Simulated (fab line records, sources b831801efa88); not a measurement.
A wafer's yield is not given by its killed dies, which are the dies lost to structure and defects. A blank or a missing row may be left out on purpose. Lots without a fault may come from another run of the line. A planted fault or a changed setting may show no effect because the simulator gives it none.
fab line records    flow sky130
record: lots: 5  wafers: 14  lastDay: 50
route steps=708 shown VIA1@460 METAL2@483 VIA3@576 PAD_OPEN@708
lots with no fault: from the same line, run without faults
startH: hours from the record's first day to the start of the lot's first wafer shown    waitH: time in hours since the lot's previous step    " identical to the entry in the row above    L1.1+2: a single row standing in for several wafers    - no value, or no start was given    * or withheld: withheld    < > ~ a bound
route shown NAME@n: names a module that has steps shown in the file, with the first one's number in the route    usual: mean and standard deviation over wafers with no fault    same: alike in all rows    chamber/n: place in a boat    sites: the reading at each site    _std_site: their standard deviation    _edge_site: inner sites' mean taken away from outer sites' mean    radiusMm: for every site, how far away it sits from the centre of the wafer    mask NAME#n: copy n    behind: the last tool/chamber to shape the wafer    hold: the reason the lot was held/the length of the hold in hours/how it ended    device: transistor that didn't switch, given as n, p or np    end of line: the tests these same wafers got at the end of their route    step lacking rows: just its recipe    killed: count of dies lost to structure and defects at first sort (not the wafer's yield)    map: shows each die of a wafer: x if killed, . if not, _ if none is there
set.NAME: the setting that was run; set.NAME@STEP: the one run at that earlier step    model.NAME: the simulator's own value behind a step, which no gauge read
lots at selected steps of the route; one table per step, one row per wafer
services: when a tool's chamber went out of use (startH, in hours from the record's first day, below 0 if earlier), for how many hours, and the reason
== steps ==
step: SKY_VIA1_CMP_02
recipe: material: SiO2  downForcePsi: 4  platenRpm: 60  padVelocityMS: 0.94248
usual: headPressurePsi: 3.999/0.0086  motorCurrentA: 11.9/1.1  slurryFilterDpKPa: 13.49/0.14
lot.wafer  tool    chamber  startH  waitH  headPressurePsi  motorCurrentA  slurryFilterDpKPa
L822.2     cmp-02  0        806.27  0.0    4.020            12.6           13.71
L822.4     "       2        "       "      4.003            12.3           13.41
L822.5     "       1        "       "      4.000            13.5           13.44
L825.3     cmp-01  3        813.78  0.0    3.994            11.0           13.26
L825.5     "       3        "       "      4.002            10.6           13.30
L825.6     "       0        "       "      3.999            11.0           13.49
L833.1     cmp-02  0        872.41  0.1    3.991            11.9           13.82
L833.3     "       1        "       "      3.995            13.3           13.27
L837.2     cmp-02  3        908.74  0.0    3.989            11.6           13.51
L837.3     "       1        "       "      4.005            13.2           13.58
L837.4     "       2        "       "      3.990            12.1           13.38
L842.4     cmp-02  0        931.47  0.0    3.986            12.1           13.64
L842.1     "       2        "       "      4.008            11.7           13.49
L842.6     "       1        "       "      4.005            13.9           13.34
step: SKY_VIA1_BOW_MEAS_03
recipe: mode: bow
usual: VIA1_BOW: 80/6.5
lot.wafer  tool          chamber  startH  waitH  VIA1_BOW[um]
L822.2     filmMetro-03  -        806.59  0.3    81
L822.4     "             -        "       "      71
L822.5     "             -        "       "      99
L825.3     filmMetro-02  -        814.12  0.3    78
L825.5     "             -        "       "      87
L825.6     "             -        "       "      81
L833.1     filmMetro-03  -        872.66  0.2    89
L833.3     "             -        "       "      77
L837.2     filmMetro-04  -        909.06  0.3    78
L837.3     "             -        "       "      71
L837.4     "             -        "       "      76
L842.1     filmMetro-03  -        931.77  0.1    76
L842.4     "             -        "       "      78
L842.6     "             -        "       "      75
step: SKY_VIA1_DEHYDRATE_04
recipe: tempC: 200  timeS: 60
step: SKY_VIA1_HMDS_05
recipe: primeTimeS: 60  primeTempC: 120
step: SKY_VIA1_COAT_06
recipe: resist: BARC  tempC: withheld  timeS: withheld  spinRpm: 3000  resistThkNm: 60
step: SKY_VIA1_COAT_07
recipe: resist: KrF-thick  spinRpm: 3000  resistThkNm: 450
step: SKY_VIA1_SOFTBAKE_08
recipe: tempC: 100  timeS: 90  resist: KrF-thick
step: SKY_VIA1_EXPOSE_09
recipe: maskId: VIM  na: 0.8  sourceShape: annular  sigmaInner: 0.55  sigmaOuter: 0.85  targetCdNm: 150  doseMj: 38
step: SKY_VIA1_PEB_10
recipe: pebTempC: withheld  pebTimeS: withheld  resist: KrF-thick
step: SKY_VIA1_DEVELOP_11
recipe: developTimeS: 60  resist: KrF-thick  devTempC: 21
step: SKY_VIA1_CD_MEAS_12
recipe: targetCdNm: 150
usual: cdNm: 150.1/1.7
lot.wafer  tool      chamber  startH  waitH  cdNm
L822.2     cdSem-02  -        832.25  -      152.2
L822.4     "         -        "       "      151.0
L822.5     "         -        "       "      150.8
L825.3     cdSem-01  -        840.25  -      148.4
L825.5     "         -        "       "      151.6
L825.6     "         -        "       "      150.1
L833.1     cdSem-02  -        899.04  -      149.8
L833.3     "         -        "       "      149.1
L837.2     cdSem-02  -        933.61  -      152.2
L837.3     "         -        "       "      150.0
L837.4     "         -        "       "      149.9
L842.1     cdSem-02  -        955.68  -      147.7
L842.4     "         -        "       "      145.7
L842.6     "         -        "       "      146.6
step: SKY_VIA1_OVL_MEAS_13
usual: VIA1_OVL: -1/5.6
lot.wafer  tool        chamber  startH  waitH  VIA1_OVL[nm]
L822.2     overlay-02  -        832.35  0.1    5
L822.4     "           -        "       "      5
L822.5     "           -        "       "      -3
L825.3     overlay-01  -        840.34  0.1    0
L825.5     "           -        "       "      0
L825.6     "           -        "       "      1
L833.1     overlay-02  -        899.16  0.1    4
L833.3     "           -        "       "      3
L837.2     overlay-01  -        933.72  0.1    -6
L837.3     "           -        "       "      -10
L837.4     "           -        "       "      -5
L842.1     overlay-02  -        955.80  0.1    6
L842.4     "           -        "       "      8
L842.6     "           -        "       "      5
step: SKY_VIA1_ETCH_14
recipe: chemistry: N2/H2  target: BARC  ionEnergyEv: 200  sourceW: 500  biasW: 100  pressureMtorr: 30  n2FlowSccm: 100  h2FlowSccm: 200  stopOn: SiO2  timeS: 45.9  targetDepthA: 600
usual: drypumpMotorCurrentA: 5.8/0.48  oesProductAu: 0.855/0.0043  throttleValvePct: 13.224/0.0082
lot.wafer  tool        chamber  startH  waitH  drypumpMotorCurrentA  oesProductAu  rfHoursCounterH  throttleValvePct  model.KrF-thick_of_VIA1_COAT_07.thkNm  model.etch.depthNm
L822.2     rieDiel-02  0        832.38  0.0    5.7                   0.853         4                13.229            392.1                                  59.91
L822.4     "           1        "       "      5.0                   0.842         10               13.217            392.8                                  59.77
L822.5     "           1        "       "      5.0                   0.857         -                13.233            393.7                                  59.86
L825.3     rieDiel-02  0        840.36  0.0    5.7                   0.852         5                13.230            393                                    60.09
L825.5     "           0        "       "      5.7                   0.856         -                13.222            394.1                                  60.24
L825.6     "           1        "       "      5.0                   0.859         -                13.237            394.5                                  60.21
L833.1     rieDiel-02  1        899.20  0.0    5.0                   0.863         14               13.223            393.7                                  59.98
L833.3     "           3        "       "      5.6                   0.836         16               13.214            402.8                                  58.25
L837.2     rieDiel-01  1        933.75  0.0    5.0                   0.852         26               13.216            393.4                                  60.01
L837.3     "           3        "       "      6.1                   0.856         12               13.225            393.9                                  60.09
L837.4     "           1        "       "      5.0                   0.848         -                13.206            394                                    59.93
L842.1     rieDiel-01  0        955.83  0.0    6.0                   0.858         14               13.228            391.4                                  59.88
L842.4     "           1        "       "      5.0                   0.852         27               13.225            391.3                                  59.68
L842.6     "           2        "       "      5.8                   0.850         -                13.228            390.3                                  59.66
step: SKY_VIA1_ETCH_15
recipe: target: SiO2  chemistry: C4F8/O2/Ar  targetDepthNm: 351  stopOn: TiN  maskMaterial: KrF-thick  sourceW: 1500  biasW: 1200  pressureMtorr: 40  c4f8FlowSccm: withheld  O2_flow_sccm: 6  Ar_flow_sccm: 300  timeS: 54
usual: oesProductAu: 0.980/0.0061
lot.wafer  tool        chamber  startH  waitH  oesProductAu  rfHoursCounterH  model.KrF-thick_of_VIA1_COAT_07.thkNm
L822.2     rieDiel-02  0        832.43  0.0    0.982         4                321.7
L822.4     "           1        "       "      0.973         10               323.3
L822.5     "           1        "       "      0.974         -                324.8
L825.3     rieDiel-02  0        840.41  0.0    0.983         5                322.7
L825.5     "           0        "       "      0.982         -                323.1
L825.6     "           1        "       "      0.985         -                325.5
L833.1     rieDiel-02  1        899.24  0.0    0.979         14               324.3
L833.3     "           3        "       "      0.982         16               333.3
L837.2     rieDiel-01  1        933.79  0.0    0.973         27               324.6
L837.3     "           3        "       "      0.975         12               325
L837.4     "           1        "       "      0.980         -                325.5
L842.1     rieDiel-01  0        955.88  0.0    0.974         14               322.3
L842.4     "           1        "       "      0.980         27               321.7
L842.6     "           2        "       "      0.983         -                320.5
step: SKY_VIA1_STRIP_16
recipe: chemistry: O2/N2  powerW: 1400  pressureMtorr: 1500  platenTempC: withheld  o2FlowSccm: 3000  n2FlowSccm: 300  overashFraction: 0.5
usual: drypumpMotorCurrentA: 5.7/0.54  oesProductAu: 0.417/0.0047  stripTimeToEndpointS: 4.475/0.02
lot.wafer  tool            chamber  startH  waitH  drypumpMotorCurrentA  oesProductAu  rfHoursCounterH  stripTimeToEndpointS
L822.2     plasmaAsher-01  1        832.47  0.0    6.6                   0.423         8                4.435
L822.4     "               0        "       "      5.3                   0.415         -                4.451
L822.5     "               0        "       "      5.3                   0.432         -                4.489
L825.3     plasmaAsher-04  1        840.49  0.1    5.2                   0.411         -                4.460
L825.5     "               0        "       "      6.1                   0.421         -                4.451
L825.6     "               1        "       "      5.2                   0.412         -                4.489
L833.1     plasmaAsher-01  1        899.28  0.0    6.6                   0.413         15               4.476
L833.3     "               1        "       "      6.5                   0.422         -                4.592
L837.2     plasmaAsher-04  1        933.83  0.0    5.2                   0.419         113              4.486
L837.3     "               0        "       "      6.1                   0.413         -                4.495
L837.4     "               1        "       "      5.2                   0.423         -                4.477
L842.1     plasmaAsher-02  0        955.92  0.0    6.1                   0.414         52               4.450
L842.4     "               0        "       "      6.0                   0.411         -                4.440
L842.6     "               0        "       "      6.0                   0.418         -                4.444
step: SKY_VIA1_STRIP_17
recipe: chemistry: postEtchResidueRemover  timeS: 1200  tempC: 72.5
step: SKY_VIA1_CLEAN_18
recipe: chemistry: IPA  timeS: 180  tempC: 25
step: SKY_VIA1_CLEAN_19
recipe: chemistry: O3/DIW  dry: n2Spin
step: SKY_VIA1_SPUTTER_20
recipe: material: TiN  targetThkNm: 20  chamberPressurePa: 5  powerW: 4000  timeS: 80
step: SKY_VIA1_CVD_21
recipe: material: W  targetThkNm: 270  timeS: 80.902  tempC: 400  pressureTorr: 40
step: SKY_VIA1_RS_MEAS_22
recipe: thkMeasGauge: four-point-probe  reads: W_of_VIA1_CVD_21+TiN_of_VIA1_SPUTTER_20
usual: VIA1_W_RS: 0.425/0.006
lot.wafer  tool          chamber  startH  waitH  VIA1_W_RS[ohm/sq]
L822.2     filmMetro-02  -        833.24  0.1    0.427
L822.4     "             -        "       "      0.411
L822.5     "             -        "       "      0.415
L825.3     filmMetro-03  -        841.33  0.1    0.436
L825.5     "             -        "       "      0.428
L825.6     "             -        "       "      0.420
L833.1     filmMetro-04  -        900.13  0.1    0.424
L833.3     "             -        "       "      0.427
L837.2     filmMetro-04  -        934.64  0.1    0.425
L837.3     "             -        "       "      0.426
L837.4     "             -        "       "      0.419
L842.1     filmMetro-04  -        956.72  0.1    0.422
L842.4     "             -        "       "      0.423
L842.6     "             -        "       "      0.431
step: SKY_VIA1_THK_MEAS_23
recipe: thkMeasGauge: xrf  reads: W_of_VIA1_CVD_21
usual: VIA1_W_THK: 266/4.5
lot.wafer  tool          chamber  startH  waitH  VIA1_W_THK[nm]
L822.2     filmMetro-02  -        833.35  0.1    264
L822.4     "             -        "       "      273
L822.5     "             -        "       "      271
L825.3     filmMetro-03  -        841.43  0.1    256
L825.5     "             -        "       "      262
L825.6     "             -        "       "      267
L833.1     filmMetro-04  -        900.25  0.1    269
L833.3     "             -        "       "      267
L837.2     filmMetro-04  -        934.75  0.1    269
L837.3     "             -        "       "      267
L837.4     "             -        "       "      272
L842.1     filmMetro-04  -        956.84  0.1    272
L842.4     "             -        "       "      270
L842.6     "             -        "       "      265
step: SKY_VIA1_CMP_24
recipe: stopOn: SiO2  tOverpolishS: 15  downForcePsi: 3.5  platenRpm: 60  targetThkNm: 0  padVelocityMS: 0.94248
usual: headPressurePsi: 3.500/0.0071  motorCurrentA: 10.9/0.97  overpolishRunS: 15.000/0.009  slurryFilterDpKPa: 13.50/0.14  timeToEndpointS: 67.6/2.7
lot.wafer  tool    chamber  startH  waitH  headPressurePsi  motorCurrentA  overpolishRunS  slurryFilterDpKPa  timeToEndpointS
L822.2     cmp-01  1        833.45  0.1    3.490            12.3           15.000          13.32              63.5
L822.4     "       3        "       "      3.488            10.0           15.001          13.60              65.7
L822.5     "       1        "       "      3.498            12.1           14.996          13.61              69.3
L825.3     cmp-02  0        841.52  0.1    3.492            11.4           14.994          13.55              62.2
L825.5     "       3        "       "      3.498            10.6           15.014          13.49              63.8
L825.6     "       0        "       "      3.502            10.9           15.005          13.69              65.7
L833.3     cmp-01  3        900.36  0.1    3.501            9.9            14.993          13.42              65.5
L833.1     "       1        "       "      3.491            12.3           14.991          13.55              64.8
L837.3     cmp-02  0        934.80  0.0    3.501            10.5           15.006          13.45              70.8
L837.4     "       1        "       "      3.487            11.7           14.996          13.67              70.9
L837.2     "       3        "       "      3.490            10.2           14.982          13.52              68.3
L842.1     cmp-02  2        956.95  0.1    3.505            10.4           15.001          13.58              67.6
L842.4     "       3        "       "      3.506            10.0           15.008          13.66              69.7
L842.6     "       1        "       "      3.509            12.4           14.993          13.35              68.3
step: SKY_METAL2_SPUTTER_00
recipe: material: Ti  targetThkNm: 15  powerW: 3000  timeS: 10  chamberPressurePa: 0.4
step: SKY_METAL2_SPUTTER_01
recipe: material: TiN  targetThkNm: 20  powerW: 6500  timeS: 16.7  chamberPressurePa: 0.4
usual: throttleValvePct: 30.0/1.2
lot.wafer  tool           chamber  startH  waitH  throttleValvePct
L822.2     pvdSputter-04  -        833.72  0.0    31.5
L822.4     "              -        "       "      32.4
L822.5     "              -        "       "      31.1
L825.3     pvdSputter-02  -        841.79  0.0    31.2
L825.5     "              -        "       "      29.3
L825.6     "              -        "       "      28.7
L833.1     pvdSputter-04  -        900.63  0.0    31.4
L833.3     "              -        "       "      28.7
L837.2     pvdSputter-03  -        935.12  0.0    30.7
L837.3     "              -        "       "      28.9
L837.4     "              -        "       "      29.4
L842.1     pvdSputter-02  -        957.23  0.0    29.3
L842.4     "              -        "       "      29.6
L842.6     "              -        "       "      29.3
step: SKY_METAL2_SPUTTER_02
recipe: material: AlCu  targetThkNm: 250  powerW: 10600  timeS: 13.3  chamberPressurePa: 0.4
usual: throttleValvePct: 30.0/1.2
lot.wafer  tool           chamber  startH  waitH  throttleValvePct
L822.2     pvdSputter-04  -        833.75  0.0    31.1
L822.4     "              -        "       "      32.2
L822.5     "              -        "       "      31.2
L825.3     pvdSputter-02  -        841.82  0.0    31.3
L825.5     "              -        "       "      29.5
L825.6     "              -        "       "      28.4
L833.1     pvdSputter-04  -        900.65  0.0    31.3
L833.3     "              -        "       "      28.5
L837.2     pvdSputter-03  -        935.15  0.0    30.8
L837.3     "              -        "       "      28.4
L837.4     "              -        "       "      29.3
L842.1     pvdSputter-02  -        957.25  0.0    29.3
L842.4     "              -        "       "      29.6
L842.6     "              -        "       "      29.3
step: SKY_METAL2_SPUTTER_03
recipe: material: Ti  targetThkNm: 5  powerW: 3000  timeS: 3.3  chamberPressurePa: 0.4
step: SKY_METAL2_SPUTTER_04
recipe: material: TiN  targetThkNm: 70  powerW: 6500  timeS: 58.3  chamberPressurePa: 0.4
step: SKY_METAL2_RS_MEAS_05
recipe: thkMeasGauge: four-point-probe  reads: TiN_of_METAL2_SPUTTER_04+Ti_of_METAL2_SPUTTER_03+AlCu_of_METAL2_SPUTTER_02+TiN_of_METAL2_SPUTTER_01+Ti_of_METAL2_SPUTTER_00
usual: METAL2_ALCU_RS: 0.1268/0.0016
lot.wafer  tool          chamber  startH  waitH  METAL2_ALCU_RS[ohm/sq]
L822.2     filmMetro-01  -        833.86  0.0    0.1286
L822.4     "             -        "       "      0.1281
L822.5     "             -        "       "      0.1287
L825.3     filmMetro-04  -        841.95  0.1    0.1277
L825.5     "             -        "       "      0.1271
L825.6     "             -        "       "      0.1281
L833.1     filmMetro-04  -        900.75  0.0    0.1264
L833.3     "             -        "       "      0.1276
L837.2     filmMetro-04  -        935.26  0.0    0.1263
L837.3     "             -        "       "      0.1263
L837.4     "             -        "       "      0.1269
L842.1     filmMetro-01  -        957.34  0.0    0.1269
L842.4     "             -        "       "      0.1277
L842.6     "             -        "       "      0.1263
step: SKY_METAL2_THK_MEAS_06
recipe: thkMeasGauge: xrf  reads: AlCu_of_METAL2_SPUTTER_02
usual: METAL2_ALCU_THK: 250/3.7
lot.wafer  tool          chamber  startH  waitH  METAL2_ALCU_THK[nm]
L822.2     filmMetro-01  -        833.97  0.1    246
L822.4     "             -        "       "      247
L822.5     "             -        "       "      244
L825.3     filmMetro-04  -        842.05  0.1    248
L825.5     "             -        "       "      249
L825.6     "             -        "       "      250
L833.1     filmMetro-04  -        900.87  0.1    251
L833.3     "             -        "       "      250
L837.2     filmMetro-04  -        935.37  0.1    253
L837.3     "             -        "       "      252
L837.4     "             -        "       "      252
L842.1     filmMetro-01  -        957.46  0.1    253
L842.4     "             -        "       "      250
L842.6     "             -        "       "      253
step: SKY_METAL2_DEHYDRATE_07
recipe: tempC: 200  timeS: 60
step: SKY_METAL2_HMDS_08
recipe: primeTimeS: 60  primeTempC: 120
step: SKY_METAL2_COAT_09
recipe: resist: BARC  tempC: withheld  timeS: withheld  spinRpm: 3000  resistThkNm: 60
step: SKY_METAL2_COAT_10
recipe: resist: KrF-thick  spinRpm: 3000  resistThkNm: 450
step: SKY_METAL2_SOFTBAKE_11
recipe: tempC: 100  timeS: 90  resist: KrF-thick
step: SKY_METAL2_EXPOSE_12
recipe: maskId: MM2  na: 0.8  sourceShape: annular  sigmaInner: 0.55  sigmaOuter: 0.85  targetCdNm: 140  doseMj: 28
step: SKY_METAL2_PEB_13
recipe: pebTempC: withheld  pebTimeS: withheld  resist: KrF-thick
step: SKY_METAL2_DEVELOP_14
recipe: developTimeS: 60  resist: KrF-thick  devTempC: 21
step: SKY_METAL2_CD_MEAS_15
recipe: targetCdNm: 140
usual: cdNm: 140.4/1.3
lot.wafer  tool      chamber  startH  waitH  cdNm
L822.2     cdSem-02  -        859.81  -      140.5
L822.4     "         -        "       "      139.2
L822.5     "         -        "       "      139.7
L825.3     cdSem-01  -        867.48  -      141.9
L825.5     "         -        "       "      141.6
L825.6     "         -        "       "      140.5
L833.1     cdSem-02  -        924.86  -      140.9
L833.3     "         -        "       "      140.2
L837.2     cdSem-01  -        959.58  -      139.6
L837.3     "         -        "       "      141.1
L837.4     "         -        "       "      139.2
L842.1     cdSem-02  -        980.61  -      140.3
L842.4     "         -        "       "      140.0
L842.6     "         -        "       "      141.0
step: SKY_METAL2_OVL_MEAS_16
usual: METAL2_OVL: -6/5.2
lot.wafer  tool        chamber  startH  waitH  METAL2_OVL[nm]
L822.2     overlay-01  -        859.91  0.1    -5
L822.4     "           -        "       "      -10
L822.5     "           -        "       "      -9
L825.3     overlay-02  -        867.57  0.1    -3
L825.5     "           -        "       "      -5
L825.6     "           -        "       "      -5
L833.1     overlay-02  -        924.98  0.1    -12
L833.3     "           -        "       "      -16
L837.2     overlay-01  -        959.68  0.1    1
L837.3     "           -        "       "      -10
L837.4     "           -        "       "      -9
L842.1     overlay-02  -        980.73  0.1    -1
L842.4     "           -        "       "      3
L842.6     "           -        "       "      -5
step: SKY_METAL2_DESCUM_17
recipe: chemistry: O2  sourcePowerW: 150  biasPowerW: 0  pressureMtorr: 10  tempC: 40  timeS: 8
usual: drypumpMotorCurrentA: 5.7/0.5  oesProductAu: 0.999/0.0089
lot.wafer  tool         chamber  startH  waitH  drypumpMotorCurrentA  oesProductAu  rfHoursCounterH
L822.2     rieMetal-04  1        859.94  0.0    5.4                   0.996         8
L822.4     "            1        "       "      5.4                   0.993         -
L822.5     "            0        "       "      4.9                   0.992         -
L825.3     rieMetal-04  1        867.61  0.0    5.3                   0.996         -
L825.5     "            0        "       "      4.9                   0.996         -
L825.6     "            1        "       "      5.3                   1.004         -
L833.1     rieMetal-04  1        925.01  0.0    5.4                   0.988         12
L833.3     "            1        "       "      5.4                   0.989         -
L837.2     rieMetal-02  0        959.71  0.0    5.7                   1.009         9
L837.3     "            1        "       "      6.2                   1.005         -
L837.4     "            0        "       "      5.7                   1.015         -
L842.1     rieMetal-01  1        980.76  0.0    6.3                   0.990         13
L842.4     "            1        "       "      6.2                   0.999         -
L842.6     "            1        "       "      6.2                   0.993         -
step: SKY_METAL2_ETCH_18
recipe: chemistry: N2/H2  target: BARC  ionEnergyEv: 200  biasW: 100  pressureMtorr: 30  n2FlowSccm: 100  h2FlowSccm: 200  icpW: 500  stopOn: SiO2  timeS: 45.9  targetDepthA: 600
step: SKY_VIA3_BOW_MEAS_03
recipe: mode: bow
usual: VIA3_BOW: 80/7.3
lot.wafer  tool          chamber  startH   waitH  hold                     VIA3_BOW[um]
L822.2     filmMetro-04  -        940.76   0.2    -                        79
L822.4     "             -        "        "      -                        69
L822.5     "             -        "        "      -                        94
L825.3     filmMetro-03  -        947.74   0.2    -                        78
L825.5     "             -        "        "      -                        88
L825.6     "             -        "        "      -                        81
L833.1     filmMetro-03  -        1001.20  0.1    awaitDispo/0.2h/release  84
L833.3     "             -        "        "      awaitDispo/0.2h/release  74
L833.1     filmMetro-03  -        1001.49  0.3    -                        -
L833.3     "             -        "        "      -                        -
L837.2     filmMetro-03  -        1034.09  0.2    -                        76
L837.3     "             -        "        "      -                        69
L837.4     "             -        "        "      -                        75
L842.1     filmMetro-02  -        1053.28  0.2    -                        77
L842.4     "             -        "        "      -                        77
L842.6     "             -        "        "      -                        75
step: SKY_VIA3_DEHYDRATE_04
recipe: tempC: 200  timeS: 60
usual: exhaustPa: 45.0/0.79
lot.wafer  tool           chamber  startH   waitH  hold                     exhaustPa
L822.2     lithoTrack-01  0        951.93   11.1   -                        45.6
L822.4     "              0        "        "      -                        44.6
L822.5     "              0        "        "      -                        44.9
L825.3     lithoTrack-01  0        959.91   12.1   -                        45.2
L825.5     "              0        "        "      -                        44.9
L825.6     "              0        "        "      -                        45.9
L833.1     lithoTrack-02  0        1012.44  10.9   awaitDispo/3.8h/release  45.0
L833.3     "              0        "        "      awaitDispo/3.8h/release  45.8
L837.2     lithoTrack-01  0        1044.53  10.4   -                        45.1
L837.3     "              0        "        "      -                        44.8
L837.4     "              0        "        "      -                        45.0
L842.1     lithoTrack-02  0        1063.69  10.4   -                        44.5
L842.4     "              0        "        "      -                        45.4
L842.6     "              0        "        "      -                        43.4
step: SKY_PAD_OPEN_PROBE_99
usual: defectLimitedYield: 82.7/2.1  killed_at_M0_to_M3: 43/7.2  killed_at_M4_up: 3.3/1.8  killedAtContacts: 23/5.5  killedAtFrontEnd: 16/5.1  killedAtOther: 0.4/0.65  killedDies: 85/10  killedOpen: 46/7.1  killedShort: 38/7.2  sort_bin_3_pad_short: 0.9/0.41  sort_bin_5_function: 10.2/1.5  sort_bin_6_memory: 6.2/1.1  sortNPass: 407/10  sortYieldPct: 82.7/2.1
same: grossDies: 492  killedAtBackSide: 0  sort_bin_4_leakage[%]: 0  sort_bin_8_speed[%]: 0
lot.wafer  tool       chamber  startH   waitH  defectLimitedYield[%]  killed_at_M0_to_M3  killed_at_M4_up  killedAtContacts  killedAtFrontEnd  killedAtOther  killedDies  killedOpen  killedShort  sort_bin_3_pad_short[%]  sort_bin_5_function[%]  sort_bin_6_memory[%]  sortNPass  sortYieldPct[%]
L825.3     prober-01  -        1111.67  0.2    82.7                   43                  3                24                15                0              85          42          41           1.8                      10.4                    5.1                   407        82.7
L825.5     prober-01  -        1111.77  0.2    82.5                   42                  3                23                18                0              86          53          33           0.4                      10.6                    6.5                   406        82.5
L825.6     prober-01  -        1111.82  0.2    86.2                   28                  1                26                13                0              68          40          27           1.0                      9.1                     3.7                   424        86.2
L833.3     prober-01  -        1155.89  0.2    83.5                   42                  4                20                15                0              81          47          30           0.2                      9.3                     6.9                   411        83.5
killed by level:class
L825.3 METAL2:geometricParticle:short=9 CONTACT:geometricParticle:open=8 LI_CONTACT:geometricParticle:open=7 VIA3:geometricParticle:open=6 VIA2:geometricParticle:short=5 METAL1:geometricParticle:short=5 FIELD_ISO:geometricParticle:open=4 POLY_GATE:geometricParticle:open=4
L825.5 CONTACT:geometricParticle:open=11 VIA1:geometricParticle:open=11 VIA3:geometricParticle:open=7 POLY_GATE:geometricParticle:short=6 POLY_GATE:geometricParticle:open=6 LI_CONTACT:geometricParticle:open=6 VIA1:geometricParticle:short=5 VIA2:geometricParticle:open=4
L825.6 CONTACT:geometricParticle:open=11 VIA1:geometricParticle:open=7 LOCAL_INTERCONNECT:geometricParticle:short=5 METAL1:geometricParticle:short=5 VIA2:geometricParticle:open=5 FIELD_ISO:geometricParticle:open=4 LI_CONTACT:geometricParticle:open=4 LI_CONTACT:geometricParticle:short=4
L833.3 CONTACT:geometricParticle:open=11 METAL2:geometricParticle:short=8 VIA1:geometricParticle:open=7 VIA3:geometricParticle:open=7 FIELD_ISO:geometricParticle:open=6 LI_CONTACT:geometricParticle:open=6 VIA1:areaEtch=4 VIA3:geometricParticle:short=3
== services ==
tool           chamber  startH   hours  kind
rieDiel-02     -        799.46   1.2    repair
pvdSputter-02  -        802.27   2.4    repair
rieDiel-01     1        832.77   18.1   repair
rieDiel-01     -        837.55   4.0    pm
rieDiel-02     2        838.16   132.0  repair
rieDiel-01     -        842.88   15.6   pm
rieDiel-02     0        858.69   7.3    repair
pvdSputter-02  -        874.80   1.0    repair
rieDiel-01     0        888.72   12.8   repair
rieDiel-01     3        903.81   2.4    repair
cmp-02         -        912.00   4.0    pm
rieDiel-01     1        912.42   3.0    repair
rieDiel-01     1        916.68   2.7    repair
rieDiel-01     2        930.07   5.0    repair
rieDiel-01     1        936.56   8.7    repair
pvdSputter-02  -        951.32   1.3    repair
rieDiel-01     2        965.75   3.7    repair
cmp-02         -        970.62   6.7    pm
pvdSputter-02  -        977.32   1.8    repair
rieDiel-02     1        989.79   102.6  repair
rieDiel-02     0        999.88   15.1   repair
rieDiel-02     -        1023.47  2.8    pm
cmp-02         -        1030.24  3.4    repair
rieDiel-02     3        1062.14  5.6    repair
== key ==
firstSign: step: SKY_VIA1_ETCH_14  reading: oesProductAu  direction: down  sigmas: 4.5  usual: 0.855  struck: 0.836
effect: step: SKY_VIA1_STRIP_16  reading: stripTimeToEndpointS  direction: up  sigmas: 5.9  usual: *  struck: *
modelEffect: step: SKY_VIA1_ETCH_14  value: KrF-thick_of_VIA1_COAT_07.thkNm  without: 392.4  struck: 402.8
modelEffect: step: SKY_VIA1_ETCH_15  value: KrF-thick_of_VIA1_COAT_07.thkNm  without: 322.9  struck: 333.3
metAt SKY_VIA1_ETCH_14
struckWafers L833.3
onsetBetween 840.36 899.20
fault: kind: processParameterDrift  tool: rieDiel-02  chamber: -  onsetH: 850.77  steps: SKY_VIA1_ETCH_14  channel: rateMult  offset: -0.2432  shape: step  endH: 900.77  scope: struckWafersOnly
